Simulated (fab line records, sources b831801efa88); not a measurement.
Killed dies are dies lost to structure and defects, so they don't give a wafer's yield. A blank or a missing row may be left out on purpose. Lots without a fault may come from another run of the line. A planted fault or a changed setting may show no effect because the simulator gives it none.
Problem report in the 8D (eight disciplines) form, filled by code | flow gf180mcu | the parts of the form that need people (team, actions taken, sign-off) are left out

1. THE PROBLEM
run_length_s at GF_HV_LDD_ETCHBACK_58 reads a mean of 110.7 s on 6 wafers of 2 lots; wafers without a fault read 128.2 s with a standard deviation of 0.38. That is -46 standard deviations from the usual mean.
The step: etches Si3N4 in CH3F/O2, stops on SiO2, time 100 s, target depth 90 nm.
First seen on wafer L131.1, day 14 14:56, on rie_diel-03. The record holds 12 wafers of 4 lots with a number at this step. Rule for "out", or "out of limits": more than 4 standard deviations from the usual mean. The other wafers with a number count as sound.

2. WHAT IT IS AND WHAT IT IS NOT
question                    | is                           | is not
which readings at this step | run_length_s, oes_product_au | drypump_motor_current_A
which lots                  | L131, L133                   | L143, L147
which wafers of those lots  | all that have a number       | -
read on which tools         | rie_diel-03                  | rie_diel-04
when                        | from day 14 14:56            | up to then (0 sound wafers); but 6 sound wafers of L143, L147 came after

3. SUSPECTS, AND WHAT RULES EACH OUT
Counting: a tool at a process step up to the reading stays a suspect if it ran every lot that is out and no sound lot after the first of them.
- rie_diel-03 at GF_HV_LDD_ETCHBACK_58 (etches Si3N4 in CH3F/O2, stops on SiO2, time 100 s, target depth 90 nm): ruled out as a lasting fault. Sound lots L143 ran on it after its first lot that is out, L131 (day 14 14:56).
Left after counting: nothing in the record.

4. THE CAUSE (what the simulator had put in)
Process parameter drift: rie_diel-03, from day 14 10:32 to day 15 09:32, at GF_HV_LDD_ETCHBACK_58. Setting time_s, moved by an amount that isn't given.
Counting ruled it out, wrongly.

5. THE CHAIN OF EFFECTS, in route order
Each row: a reading whose mean over the struck wafers that have a number lies more than 3 standard deviations from the usual. Only readings for which the record gives a usual standard deviation are gone through. hours: the time from each lot's start at the first step in this table that gives one to its start at this step, as a median over the lots. sigmas: the change in usual standard deviations.
hours | step                  | reading        | usual      | on struck wafers | change | sigmas
0     | GF_HV_LDD_ETCHBACK_58 | oes_product_au | 0.842 a.u. | 1.002            | +0.160 | +23
0     | GF_HV_LDD_ETCHBACK_58 | run_length_s   | 128.2 s    | 110.7            | -17.5  | -46
The process steps in it:
- GF_HV_LDD_ETCHBACK_58: etches Si3N4 in CH3F/O2, stops on SiO2, time 100 s, target depth 90 nm.

6. WHAT WOULD HAVE CAUGHT IT SOONER
In this record the first reading out of limits was taken at day 14 14:56, 4 hours after the fault began at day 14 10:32.
